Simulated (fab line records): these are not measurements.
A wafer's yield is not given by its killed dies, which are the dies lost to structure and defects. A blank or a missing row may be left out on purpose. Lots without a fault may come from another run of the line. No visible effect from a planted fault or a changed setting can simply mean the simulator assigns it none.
A struck lot beside a sound one || flow gf180mcu || 16 steps out of a route of 602
Sound: the wafers L848.1, L848.3, L848.5. Struck: wafer L851.3 (left out: L851.2, L851.6 of the same lot, which were not struck); the cause appears at the end.
Each step with rows lists, per side, the tool, then ch with its chambers, then its first start. Under that, the readings that differ: sound wafers || struck wafers || difference of the means || sigmas: that difference in standard deviations of wafers without a fault.
alike: readings with means less than 2 such deviations apart, plus words and numbers identical on both sides. not compared: withheld readings, readings lacking a value on some wafer, bounds such as >300 that could conceal the same value, and numbers that have no deviation in the record and whose values overlap.
A row with sigmas, a row that says differs or no value, or rows on one side alone: a step with any of these is where the two part. When numbers do not overlap yet have no deviation, they are printed without sigmas and do not part them. Lack of a reading on every wafer of one side parts them only where that side has two or more wafers.

first, 6 steps without rows for these wafers: GF_M3_HMDS_08 (prime time 60 s); GF_M3_COAT_09 (resist thk 1000 nm); GF_M3_SOFTBAKE_10 (time 60 s); GF_M3_EXPOSE_11 (exposes mask Metal3, target cd 280 nm); GF_M3_PEB_12 (peb time 90 s); GF_M3_DEVELOP_13 (develop time 60 s).
GF_M3_CD_MEAS_14 targets a cd of 280 nm.
  struck on cd_sem-01, day 24 13:43; sound on cd_sem-02, day 23 19:02
  alike: cd_nm
GF_M3_OVL_MEAS_15:
  struck on overlay-01, day 24 13:49; sound on overlay-01, day 23 19:10
  alike: M3_OVL
GF_M3_METAL_ETCH_16: etches the open film in Cl2/BCl3, stops on SiO2, target depth 627.5 nm, time 104.6 s.
  sound on rie_metal-01 ch 0,1, day 23 19:12; struck on rie_metal-03 ch 0, day 24 13:50
  alike: drypump_motor_current_A, oes_product_au, throttle_valve_pct
  not compared: rf_hours_counter_h
GF_M3_STRIP_17: strips in O2/N2.
  sound on plasma_asher-02 ch 0,1, day 23 19:19; struck on plasma_asher-01 ch 0, day 24 13:59
{"reading": "oes_product_au (a.u.)", "sound": "0.552 0.556 0.554", "struck": 0.564, "difference": "+0.010", "sigmas": "+2"}
  alike: drypump_motor_current_A, heater_power_w, strip_time_to_endpoint_s
  not compared: rf_hours_counter_h
then, 2 steps without rows for these wafers: GF_M3_STRIP_18 (strips in post etch residue remover, time 1200 s); GF_M3_CLEAN_19 (cleans in DIW).
GF_V3_CVD_00: deposits SiO2, target thk 600 nm, time 100 s.
  sound on hdpcvd-02 ch 0,1,2, day 23 19:53; struck on hdpcvd-02 ch 0, day 24 14:52
{"reading": "sih4_flow_sccm (sccm)", "sound": "59.89 59.89 59.92", "struck": 90.45, "difference": "+30.55", "sigmas": "+99 or more"}
{"reading": "model.SiO2_of_V3_CVD_00.thk_nm (nm)", "sound": "596.9 596.4 582.7", "struck": 904.7, "difference": "+312.7", "sigmas": ""}
GF_V3_THK_MEAS_01:
  struck on film_metro-02, day 24 14:58; sound on film_metro-02, day 23 19:57
{"reading": "V3_CVD_00_THK (nm)", "sound": "597 597 583", "struck": 905, "difference": "+313", "sigmas": "+50"}
GF_V3_CVD_02: deposits SiO2 from TEOS, target thk 850 nm, time 94.851 s.
  sound on pecvd-01 ch 0,2, day 23 20:01; struck on pecvd-04 ch 0, day 24 15:01
{"reading": "heater_power_w (W)", "sound": "512 745 589", "struck": 858, "difference": "+243", "sigmas": "+2"}
-- the record jumps here: 7 days lie between the struck wafers' starts before and after (it left off in module V3 and takes up again in module PASSIVATION, whose first step shown is number 602 of the route) --
GF_PASSIVATION_PROBE_99:
  the record has rows for the struck wafers here (prober-01, day 31 16:11) and none for the sound ones

## WHERE THEY PART
At GF_M3_STRIP_17 first; at GF_PASSIVATION_PROBE_99 last (within this record only).

WHY: whatever the simulator had introduced
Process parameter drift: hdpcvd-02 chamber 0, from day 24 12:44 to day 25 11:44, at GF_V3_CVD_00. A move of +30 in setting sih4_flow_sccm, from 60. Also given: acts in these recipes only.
